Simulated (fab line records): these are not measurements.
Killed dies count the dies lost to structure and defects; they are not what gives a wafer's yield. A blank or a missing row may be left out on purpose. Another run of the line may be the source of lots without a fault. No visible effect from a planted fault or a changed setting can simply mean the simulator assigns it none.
fab line records ; flow gf180mcu
record lots=13; wafers=39; last_day=34
route steps=602 shown HV_LDD@210 V2@387 M3@414 M4@471
lots that met no fault: taken from a fault-free run of the same line
start_h: the number of hours between the record's first day and the start of the first shown wafer of the lot ; wait_h: how many hours have passed since the lot's step before this one ; " repeats the value in the row above ; L1.1+2: one row covering several wafers at once ; - either no value or no given start ; * or withheld: withheld ; < > ~ a bound
route shown NAME@n: a module of which the file shows steps, and the number in the route of the first ; usual: mean and standard deviation over wafers with no fault ; same: alike in all rows ; chamber/n: place in a boat ; sites: per-site readings ; _std_site: standard deviation of those values ; _edge_site: the outer-site mean with the inner-site mean subtracted ; radius_mm: for every site, how far away it sits from the centre of the wafer ; mask NAME#n: copy n ; behind: tool/chamber where the wafer was last shaped ; hold: reason for holding the lot/hours on hold/outcome of the hold ; device: the n, p or np transistor that did not switch ; end of line: the route-end tests of the same wafers ; for a step that has no rows: nothing shown but its recipe ; killed: count of dies lost to structure and defects at first sort (not the wafer's yield) ; map: the dies of a wafer, with x for killed, . for not killed, _ for no die there
set.NAME: setting as actually run; set.NAME@STEP: the setting as run at that earlier step ; model.NAME: the simulator's own value behind a step, which no gauge read
steps of the route over a sample of lots; a table a step, a row a wafer
services: the hour from which a tool's chamber was out of use, counted from the record's first day as start_h (under 0 if before that day), plus the number of hours and why
## steps
# step GF_HV_LDD_IMPLANT_34
# recipe species=P; energy_kev=60; dose_cm2=7.5e+12; tilt_deg=30; rotation_deg=90
# usual dose_ions_cm2=7.498e+12/7.4e+09; end_station_pressure_torr=5.03e-06/2.7e-07; faraday_current_uA=42.4/0.82; rotation_deg=90.008/0.027
lot.wafer;tool;chamber;start_h;wait_h;dose_ions_cm2;end_station_pressure_torr;faraday_current_uA;rotation_deg
L567.2;implanter-01;0;256.88;0.1;7.508e+12;5.01e-06;42.5;89.970
L567.3;implanter-01;0;256.88;0.1;7.503e+12;4.72e-06;42.2;89.942
L567.6;implanter-01;0;256.88;0.1;7.5e+12;5.01e-06;41.2;89.994
L568.2;implanter-03;0;259.33;0.1;7.498e+12;5.34e-06;41.2;89.971
L568.3;implanter-03;0;259.33;0.1;7.505e+12;5.38e-06;42.4;90.019
L568.4;implanter-03;0;259.33;0.1;7.502e+12;4.95e-06;42.5;90.010
L569.1;implanter-04;0;269.79;0.1;7.496e+12;5.32e-06;40.7;90.055
L569.5;implanter-04;0;269.79;0.1;7.491e+12;4.96e-06;42.9;89.995
L569.6;implanter-04;0;269.79;0.1;7.486e+12;4.73e-06;41.2;90.004
L570.3;implanter-03;0;274.93;0.1;7.504e+12;5.05e-06;41.1;89.993
L570.4;implanter-03;0;274.93;0.1;7.501e+12;5.25e-06;40.9;90.040
L570.6;implanter-03;0;274.93;0.1;7.504e+12;4.97e-06;41.9;90.011
L571.2;implanter-01;0;285.11;0.1;7.505e+12;4.89e-06;41.6;90.034
L571.4;implanter-01;0;285.11;0.1;7.495e+12;5.31e-06;43.3;89.990
L571.6;implanter-01;0;285.11;0.1;7.511e+12;4.98e-06;43.6;90.037
L572.2;implanter-01;0;303.45;0.1;7.504e+12;4.89e-06;42.2;89.983
L572.5;implanter-01;0;303.45;0.1;7.509e+12;4.75e-06;43.7;90.062
L572.6;implanter-01;0;303.45;0.1;7.496e+12;5.41e-06;41.6;90.035
L574.3;implanter-04;0;311.70;0.1;7.502e+12;5.01e-06;42.3;90.011
L574.5;implanter-04;0;311.70;0.1;7.493e+12;4.98e-06;43.5;90.018
L574.6;implanter-04;0;311.70;0.1;7.496e+12;4.83e-06;42.3;89.963
L576.2;implanter-01;0;329.53;0.1;7.5e+12;5.11e-06;42.5;90.098
L576.3;implanter-01;0;329.53;0.1;7.501e+12;4.95e-06;41.7;90.034
L576.6;implanter-01;0;329.53;0.1;7.496e+12;4.66e-06;41.9;90.033
L578.1;implanter-04;0;344.14;0.1;7.49e+12;5.25e-06;43.5;90.014
L578.3;implanter-04;0;344.14;0.1;7.493e+12;5.45e-06;41.5;89.977
L578.6;implanter-04;0;344.14;0.1;7.482e+12;4.97e-06;43.4;90.041
L579.1;implanter-03;0;352.80;0.1;7.485e+12;4.98e-06;43.3;89.996
L579.5;implanter-03;0;352.80;0.1;7.508e+12;4.94e-06;41.3;89.993
L579.6;implanter-03;0;352.80;0.1;7.495e+12;4.85e-06;42.3;90.013
L585.3;implanter-03;0;401.75;0.1;4.845e+12;5.01e-06;28.1;89.997
L585.4;implanter-03;0;401.75;0.1;4.843e+12;5.22e-06;27.3;90.023
L585.6;implanter-03;0;401.75;0.1;4.835e+12;5.12e-06;27.1;89.965
L587.2;implanter-03;0;411.31;0.1;4.835e+12;4.77e-06;27.2;89.976
L587.5;implanter-03;0;411.31;0.1;4.835e+12;4.8e-06;27.9;89.991
L587.6;implanter-03;0;411.31;0.1;4.843e+12;4.67e-06;27.4;90.020
L589.1;implanter-03;0;432.88;0.1;4.833e+12;5.08e-06;27.6;90.025
L589.4;implanter-03;0;432.88;0.1;4.84e+12;5.42e-06;27.0;90.004
L589.5;implanter-03;0;432.88;0.1;4.827e+12;5.27e-06;27.4;90.010
# step GF_HV_LDD_TW_MEAS_38
# usual HV_LDD_3_TW=1425/10
lot.wafer;tool;chamber;start_h;wait_h;HV_LDD_3_TW
L567.2;film_metro-02;-;257.42;0.1;1434
L567.3;film_metro-02;-;257.42;0.1;1429
L567.6;film_metro-02;-;257.42;0.1;1422
L568.2;film_metro-01;-;259.87;0.1;1434
L568.3;film_metro-01;-;259.87;0.1;1443
L568.4;film_metro-01;-;259.87;0.1;1439
L569.1;film_metro-04;-;270.34;0.1;1408
L569.5;film_metro-04;-;270.34;0.1;1404
L569.6;film_metro-04;-;270.34;0.1;1402
L570.3;film_metro-01;-;275.45;0.1;1439
L570.4;film_metro-01;-;275.45;0.1;1432
L570.6;film_metro-01;-;275.45;0.1;1421
L571.2;film_metro-02;-;285.65;0.1;1432
L571.4;film_metro-02;-;285.65;0.1;1435
L571.6;film_metro-02;-;285.65;0.1;1434
L572.2;film_metro-04;-;303.99;0.1;1416
L572.5;film_metro-04;-;303.99;0.1;1414
L572.6;film_metro-04;-;303.99;0.1;1418
L574.3;film_metro-01;-;312.22;0.1;1434
L574.5;film_metro-01;-;312.22;0.1;1437
L574.6;film_metro-01;-;312.22;0.1;1430
L576.2;film_metro-04;-;330.07;0.1;1414
L576.3;film_metro-04;-;330.07;0.1;1423
L576.6;film_metro-04;-;330.07;0.1;1422
L578.1;film_metro-02;-;344.69;0.1;1422
L578.3;film_metro-02;-;344.69;0.1;1423
L578.6;film_metro-02;-;344.69;0.1;1419
L579.1;film_metro-02;-;353.35;0.1;1419
L579.5;film_metro-02;-;353.35;0.1;1423
L579.6;film_metro-02;-;353.35;0.1;1427
L585.3;film_metro-02;-;402.27;0.1;1378
L585.4;film_metro-02;-;402.27;0.1;1382
L585.6;film_metro-02;-;402.27;0.1;1384
L587.2;film_metro-04;-;411.85;0.1;1376
L587.5;film_metro-04;-;411.85;0.1;1375
L587.6;film_metro-04;-;411.85;0.1;1377
L589.1;film_metro-02;-;433.43;0.1;1375
L589.4;film_metro-02;-;433.43;0.1;1378
L589.5;film_metro-02;-;433.43;0.1;1385
# step GF_HV_LDD_RS_MEAS_53
# recipe thk_meas_gauge=four-point-probe
# usual HV_LDD_RS=418.1/0.88
lot.wafer;tool;chamber;start_h;wait_h;HV_LDD_RS[ohm/sq]
L567.2;film_metro-02;-;276.59;0.1;418.4
L567.3;film_metro-02;-;276.59;0.1;419.3
L567.6;film_metro-02;-;276.59;0.1;418.8
L568.2;film_metro-04;-;279.50;0.1;418.8
L568.3;film_metro-04;-;279.50;0.1;418.7
L568.4;film_metro-04;-;279.50;0.1;419.2
L569.1;film_metro-04;-;289.98;0.1;419.0
L569.5;film_metro-04;-;289.98;0.1;417.7
L569.6;film_metro-04;-;289.98;0.1;417.7
L570.3;film_metro-02;-;296.08;0.1;417.8
L570.4;film_metro-02;-;296.08;0.1;417.7
L570.6;film_metro-02;-;296.08;0.1;418.2
L571.2;film_metro-01;-;306.27;0.1;417.9
L571.4;film_metro-01;-;306.27;0.1;417.4
L571.6;film_metro-01;-;306.27;0.1;417.8
L572.2;film_metro-04;-;324.25;0.1;417.2
L572.5;film_metro-04;-;324.25;0.1;417.6
L572.6;film_metro-04;-;324.25;0.1;417.5
L574.3;film_metro-04;-;332.85;0.1;417.4
L574.5;film_metro-04;-;332.85;0.1;417.9
L574.6;film_metro-04;-;332.85;0.1;417.1
L576.2;film_metro-04;-;352.04;0.1;418.7
L576.3;film_metro-04;-;352.04;0.1;419.5
L576.6;film_metro-04;-;352.04;0.1;418.9
L578.1;film_metro-04;-;367.56;0.1;419.8
L578.3;film_metro-04;-;367.56;0.1;419.0
L578.6;film_metro-04;-;367.56;0.1;418.6
L579.1;film_metro-02;-;375.56;0.1;418.6
L579.5;film_metro-02;-;375.56;0.1;417.3
L579.6;film_metro-02;-;375.56;0.1;419.3
L585.3;film_metro-02;-;425.59;0.1;425.5
L585.4;film_metro-02;-;425.59;0.1;425.2
L585.6;film_metro-02;-;425.59;0.1;425.7
L587.2;film_metro-02;-;436.32;0.1;423.9
L587.5;film_metro-02;-;436.32;0.1;425.9
L587.6;film_metro-02;-;436.32;0.1;424.1
L589.1;film_metro-02;-;458.30;0.1;423.7
L589.4;film_metro-02;-;458.30;0.1;423.2
L589.5;film_metro-02;-;458.30;0.1;423.4
# step GF_V2_BOW_MEAS_05
# recipe mode=bow
# usual V2_BOW=100/7.7
lot.wafer;tool;chamber;start_h;wait_h;V2_BOW[um]
L567.2;film_metro-02;-;441.29;0.2;114
L567.3;film_metro-02;-;441.29;0.2;102
L567.6;film_metro-02;-;441.29;0.2;103
L568.2;film_metro-01;-;444.37;0.3;97
L568.3;film_metro-01;-;444.37;0.3;100
L568.4;film_metro-01;-;444.37;0.3;100
L569.1;film_metro-02;-;455.65;0.2;94
L569.5;film_metro-02;-;455.65;0.2;88
L569.6;film_metro-02;-;455.65;0.2;92
L570.3;film_metro-02;-;464.31;0.3;95
L570.4;film_metro-02;-;464.31;0.3;119
L570.6;film_metro-02;-;464.31;0.3;107
L571.2;film_metro-01;-;474.12;0.2;96
L571.4;film_metro-01;-;474.12;0.2;110
L571.6;film_metro-01;-;474.12;0.2;108
L572.2;film_metro-02;-;497.44;0.2;101
L572.5;film_metro-02;-;497.44;0.2;109
L572.6;film_metro-02;-;497.44;0.2;103
L574.3;film_metro-04;-;505.43;0.3;90
L574.5;film_metro-04;-;505.43;0.3;104
L574.6;film_metro-04;-;505.43;0.3;110
L576.2;film_metro-02;-;527.65;0.2;107
L576.3;film_metro-02;-;527.65;0.2;109
L576.6;film_metro-02;-;527.65;0.2;118
L578.1;film_metro-02;-;545.65;0.1;102
L578.3;film_metro-02;-;545.65;0.1;91
L578.6;film_metro-02;-;545.65;0.1;77
L579.1;film_metro-01;-;550.60;0.1;87
L579.5;film_metro-01;-;550.60;0.1;95
L579.6;film_metro-01;-;550.60;0.1;88
L585.3;film_metro-01;-;598.65;0.3;94
L585.4;film_metro-01;-;598.65;0.3;96
L585.6;film_metro-01;-;598.65;0.3;92
L587.2;film_metro-02;-;606.67;0.1;105
L587.5;film_metro-02;-;606.67;0.1;88
L587.6;film_metro-02;-;606.67;0.1;105
L589.1;film_metro-04;-;627.02;0.2;101
L589.4;film_metro-04;-;627.02;0.2;110
L589.5;film_metro-04;-;627.02;0.2;106
# step GF_M3_RS_MEAS_05
# recipe thk_meas_gauge=four-point-probe; reads=TiN_of_M3_SPUTTER_04+Ti_of_M3_SPUTTER_03+AlCu_of_M3_SPUTTER_02+TiN_of_M3_SPUTTER_01+Ti_of_M3_SPUTTER_00
# usual M3_ALCU_RS=0.0694/0.00069
lot.wafer;tool;chamber;start_h;wait_h;M3_ALCU_RS[ohm/sq]
L567.2;film_metro-03;-;467.31;0.0;0.0692
L567.3;film_metro-03;-;467.31;0.0;0.0694
L567.6;film_metro-03;-;467.31;0.0;0.0689
L568.2;film_metro-03;-;470.62;0.0;0.0680
L568.3;film_metro-03;-;470.62;0.0;0.0692
L568.4;film_metro-03;-;470.62;0.0;0.0683
L569.1;film_metro-04;-;481.61;0.0;0.0699
L569.5;film_metro-04;-;481.61;0.0;0.0701
L569.6;film_metro-04;-;481.61;0.0;0.0690
L570.3;film_metro-04;-;489.79;0.1;0.0702
L570.4;film_metro-04;-;489.79;0.1;0.0690
L570.6;film_metro-04;-;489.79;0.1;0.0700
L571.2;film_metro-04;-;499.71;0.0;0.0687
L571.4;film_metro-04;-;499.71;0.0;0.0686
L571.6;film_metro-04;-;499.71;0.0;0.0700
L572.2;film_metro-04;-;523.61;0.0;0.0699
L572.5;film_metro-04;-;523.61;0.0;0.0690
L572.6;film_metro-04;-;523.61;0.0;0.0696
L574.3;film_metro-04;-;530.59;0.1;0.0700
L574.5;film_metro-04;-;530.59;0.1;0.0703
L574.6;film_metro-04;-;530.59;0.1;0.0702
L576.2;film_metro-04;-;552.45;0.0;0.0694
L576.3;film_metro-04;-;552.45;0.0;0.0689
L576.6;film_metro-04;-;552.45;0.0;0.0704
L578.1;film_metro-01;-;569.58;0.0;0.0689
L578.3;film_metro-01;-;569.58;0.0;0.0693
L578.6;film_metro-01;-;569.58;0.0;0.0691
L579.1;film_metro-03;-;574.54;0.0;0.0694
L579.5;film_metro-03;-;574.54;0.0;0.0691
L579.6;film_metro-03;-;574.54;0.0;0.0695
L585.3;film_metro-04;-;622.84;0.1;0.0688
L585.4;film_metro-04;-;622.84;0.1;0.0699
L585.6;film_metro-04;-;622.84;0.1;0.0691
L587.2;film_metro-03;-;629.09;0.0;0.0698
L587.5;film_metro-03;-;629.09;0.0;0.0694
L587.6;film_metro-03;-;629.09;0.0;0.0693
L589.1;film_metro-03;-;648.93;0.0;0.0686
L589.4;film_metro-03;-;648.93;0.0;0.0695
L589.5;film_metro-03;-;648.93;0.0;0.0687
# step GF_M4_OVL_MEAS_15
# usual M4_OVL=-2/6
lot.wafer;tool;chamber;start_h;wait_h;M4_OVL[nm]
L567.2;overlay-02;-;542.71;0.1;-10
L567.3;overlay-02;-;542.71;0.1;-12
L567.6;overlay-02;-;542.71;0.1;-3
L568.2;overlay-02;-;544.74;0.1;-7
L568.3;overlay-02;-;544.74;0.1;-2
L568.4;overlay-02;-;544.74;0.1;2
L569.1;overlay-01;-;553.88;0.1;0
L569.5;overlay-01;-;553.88;0.1;-1
L569.6;overlay-01;-;553.88;0.1;-2
L570.3;overlay-02;-;561.34;0.1;-3
L570.4;overlay-02;-;561.34;0.1;0
L570.6;overlay-02;-;561.34;0.1;-5
L571.2;overlay-02;-;571.04;0.1;8
L571.4;overlay-02;-;571.04;0.1;1
L571.6;overlay-02;-;571.04;0.1;10
L572.2;overlay-02;-;593.69;0.1;5
L572.5;overlay-02;-;593.69;0.1;3
L572.6;overlay-02;-;593.69;0.1;7
L574.3;overlay-02;-;601.07;0.1;2
L574.5;overlay-02;-;601.07;0.1;-10
L574.6;overlay-02;-;601.07;0.1;-2
L576.2;overlay-01;-;620.75;0.1;-3
L576.3;overlay-01;-;620.75;0.1;4
L576.6;overlay-01;-;620.75;0.1;-6
L578.1;overlay-01;-;634.70;0.1;-3
L578.3;overlay-01;-;634.70;0.1;-9
L578.6;overlay-01;-;634.70;0.1;-13
L579.1;overlay-01;-;640.15;0.1;2
L579.5;overlay-01;-;640.15;0.1;-2
L579.6;overlay-01;-;640.15;0.1;1
L585.3;overlay-01;-;685.69;0.1;-11
L585.4;overlay-01;-;685.69;0.1;-3
L585.6;overlay-01;-;685.69;0.1;-2
L587.2;overlay-01;-;690.18;0.1;-7
L587.5;overlay-01;-;690.18;0.1;-13
L587.6;overlay-01;-;690.18;0.1;1
L589.1;overlay-02;-;708.66;0.1;-9
L589.4;overlay-02;-;708.66;0.1;-3
L589.5;overlay-02;-;708.66;0.1;-9
## services
tool;chamber;start_h;hours;kind
implanter-01;-;259.92;1.1;repair
implanter-01;-;278.95;2.2;repair
implanter-04;-;284.34;4.0;repair
implanter-03;-;288.42;2.3;pm
implanter-04;-;326.39;11.2;pm
implanter-04;-;339.22;1.0;repair
implanter-01;-;342.26;4.0;repair
## key
first_sign step=GF_HV_LDD_IMPLANT_34; reading=dose_ions_cm2; direction=down; sigmas=99+; usual=7.498e+12; struck=4.837e+12
effect step=GF_HV_LDD_IMPLANT_34; reading=faraday_current_uA; direction=down; sigmas=18; usual=42.4; struck=27.4
effect step=GF_HV_LDD_TW_MEAS_38; reading=HV_LDD_3_TW; direction=down; sigmas=4.6; usual=1425; struck=1379
effect step=GF_HV_LDD_RS_MEAS_53; reading=HV_LDD_RS; direction=up; sigmas=7.3; usual=418.1; struck=424.5
met_at GF_HV_LDD_IMPLANT_34
struck_lots L585,L587,L589
tester_left_out L585,L587,L589
not_acting_at GF_V2_BOW_MEAS_05,GF_M3_RS_MEAS_05,GF_M4_OVL_MEAS_15
onset_between 352.80 401.75
fault kind=process_parameter_drift; tool=implanter-03; chamber=-; onset_h=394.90; steps=GF_HV_LDD_IMPLANT_34; channel=dose_cm2; offset=-2.6596e+12; shape=step; end_h=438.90; acts_in=these_recipes_only; stated=7.5e+12
# tester_left_out: of these lots the tester's yield and bins aren't shown, on N5 and GAA mostly nor the transistor test; their killed dies are dies lost to structure and defects alone, not to doping, threshold or leakage, so they don't give the yield
